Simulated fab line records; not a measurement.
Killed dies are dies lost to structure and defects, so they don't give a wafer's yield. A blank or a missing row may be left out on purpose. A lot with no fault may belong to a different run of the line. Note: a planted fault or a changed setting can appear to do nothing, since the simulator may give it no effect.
8D (eight disciplines) problem report, filled in by code || flow sky130 || the parts of the form that need people (team, actions taken, sign-off) are left out

1. THE ISSUE
At SKY_LOCAL_INTERCONNECT_SOFTBAKE_07, run_length_s averages 141.08 s over 9 wafers from 3 lots, while fault-free wafers read 119.22 s, standard deviation 0.18. That is +99 or more standard deviations from the usual mean.
The step: time 90 s.
Earliest sighting: wafer L955.1 on litho_track-01 at day 31 23:00. At this step, 36 wafers from 12 lots have a number in the record. By rule, "out" or "out of limits" means more than 4 standard deviations away from the usual mean. The rest of the wafers with a number are treated as sound.

2. WHAT IT IS, WHAT IT ISN'T
{"question": "which readings at this step", "is": "run_length_s", "is not": "heater_power_total_W"}
{"question": "which lots", "is": "L955, L957, L958", "is not": "L951, L953, L956, L959, L964, L966, L967, L969, L972"}
{"question": "which wafers of those lots", "is": "all that have a number", "is not": "-"}
{"question": "read on which tools", "is": "litho_track-01", "is not": "litho_track-02, litho_track-03"}
{"question": "when", "is": "from day 31 23:00", "is not": "up to then (6 sound wafers); but 21 sound wafers of L956, L959, L964, L966, L967, L969, L972 came after"}

3. THE SUSPECTS, EACH WITH WHAT RULES IT OUT
Counting: a tool stays on the suspect list if, at a process step up to the reading, it processed all lots that are out and no sound lot following the first of them.
- litho_track-01 at SKY_LOCAL_INTERCONNECT_SOFTBAKE_07 (time 90 s): ruled out as a lasting fault. Sound lots L966, L967 ran on it after its first lot that is out, L955 (day 31 23:00).
Left after counting: nothing in the record.

4. THE CAUSE (what the simulator had put in)
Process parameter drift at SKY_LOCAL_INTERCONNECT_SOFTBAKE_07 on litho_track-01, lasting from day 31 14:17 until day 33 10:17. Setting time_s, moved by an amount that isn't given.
Counting ruled it out, wrongly.

5. SEQUENCE OF EFFECTS, ordered by route
Each row: a reading where the mean over the struck wafers with a number is more than 3 standard deviations away from the usual. Readings are gone through only where the record gives a usual standard deviation; hours: the median, over the lots, of the time from a lot's start at the first step in this table giving one to that lot's start at this step; sigmas: the change measured in usual standard deviations.
{"hours": 0, "step": "SKY_LOCAL_INTERCONNECT_SOFTBAKE_07", "reading": "run_length_s", "usual": "119.22 s", "on struck wafers": 141.08, "change": "+21.86", "sigmas": "+99 or more"}
Its process steps:
- SKY_LOCAL_INTERCONNECT_SOFTBAKE_07: time 90 s.

6. HOW IT WOULD HAVE BEEN CAUGHT EARLIER
In this record the first reading out of limits was taken at day 31 23:00, 9 hours after the fault began at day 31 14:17.
